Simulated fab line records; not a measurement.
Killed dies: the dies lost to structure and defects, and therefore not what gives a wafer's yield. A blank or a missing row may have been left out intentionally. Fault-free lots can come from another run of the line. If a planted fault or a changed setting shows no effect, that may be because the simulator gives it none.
Chamber matching    flow sky130    SKY_LI_CONTACT_CMP_02 on cmp-02: 4 sister chambers
The step polishes PSG. 7 wafers are shown with their chamber, then 7 later ones without.

WAFERS WITH THEIR CHAMBER
wafer   chamber  motorCurrentA (A)  timeToEndpointS (s)
L282.2  1        11.2               28
L282.5  0        11.0               32
L283.1  2        9.5                38
L285.3  1        11.2               32
L285.5  3        11.9               34
L288.1  3        12.2               31
L288.3  2        9.7                30

WAFERS WITH NO CHAMBER GIVEN
wafer   motorCurrentA (A)  timeToEndpointS (s)
L288.4  11.4               29
L294.2  9.9                31
L294.4  10.8               34
L294.5  12.1               36
L299.1  11.8               37
L299.3  11.1               36
L299.6  10.7               32

CHAMBER TAKEN BY EACH
wafer   from the rows above      in truth
L288.4  can't be placed: 1 or 0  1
L294.2  2                        2
L294.4  can't be placed: 0 or 1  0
L294.5  3                        3
L299.1  3                        3
L299.3  can't be placed: 0 or 1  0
L299.6  can't be placed: 0 or 1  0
Correctly placed: 3 of 7. Can't be placed from these rows: 4 (the true chamber is among the candidates in 4). Number placed wrongly: 0.
How it was worked out, from the rows above alone: a wafer's distance from a chamber is the root of the sum, over the readings, of the square of ((its reading less the chamber's mean) divided by the reading's scatter). If the next closest chamber is less than 2 further off than the closest, the wafer can't be placed; otherwise it belongs to the closest. The mean given for a chamber averages the wafers shown for that chamber. The scatter is the square root of a quotient: the sum, over the shown wafers, of each reading's squared deviation from its chamber's mean, divided by wafers minus chambers.
